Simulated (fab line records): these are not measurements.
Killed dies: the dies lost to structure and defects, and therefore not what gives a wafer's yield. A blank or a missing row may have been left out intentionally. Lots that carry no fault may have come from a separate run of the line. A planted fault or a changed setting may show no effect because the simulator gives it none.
Matching of chambers + flow gf180mcu + GF_V2_ETCH_16 on rie_diel-03 has 4 sister chambers
The step etches BARC in N2/H2. 4 wafers are shown with their chamber, then 7 later ones without.

WAFERS PAIRED WITH THEIR CHAMBERS
| wafer  | chamber | drypump_motor_current_A (A) |
|--------|---------|-----------------------------|
| L084.4 | 2       | 6.32                        |
| L086.5 | 3       | 5.57                        |
| L087.1 | 0       | 5.75                        |
| L087.2 | 1       | 5.79                        |

WAFERS WHOSE CHAMBER IS MISSING
| wafer  | drypump_motor_current_A (A) |
|--------|-----------------------------|
| L087.6 | 6.30                        |
| L096.1 | 6.25                        |
| L096.3 | 5.57                        |
| L096.6 | 5.77                        |
| L095.4 | 6.25                        |
| L095.5 | 5.78                        |
| L095.6 | 6.30                        |

WHICH CHAMBER EACH WENT THROUGH
| wafer  | from the rows above     | in truth |
|--------|-------------------------|----------|
| L087.6 | 2                       | 2        |
| L096.1 | 2                       | 2        |
| L096.3 | 3                       | 3        |
| L096.6 | can't be placed: 0 or 1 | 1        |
| L095.4 | 2                       | 2        |
| L095.5 | can't be placed: 1 or 0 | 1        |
| L095.6 | 2                       | 2        |
Placed correctly: 5 of 7. Can't be placed from these rows: 2 (the true chamber is among the candidates in 2). Number placed wrongly: 0.
How it was worked out, from the rows above alone: a wafer's distance from a chamber is the root of the sum, over the readings, of the square of ((its reading less the chamber's mean) divided by the reading's scatter). The wafer belongs to the nearest chamber; if the next one is less than 2 further off, it can't be placed. Each chamber's mean is taken over the wafers shown for it. The scatter: with one shown wafer a chamber, the root of the mean of the squares of how far each hidden wafer lies from its nearest shown one.
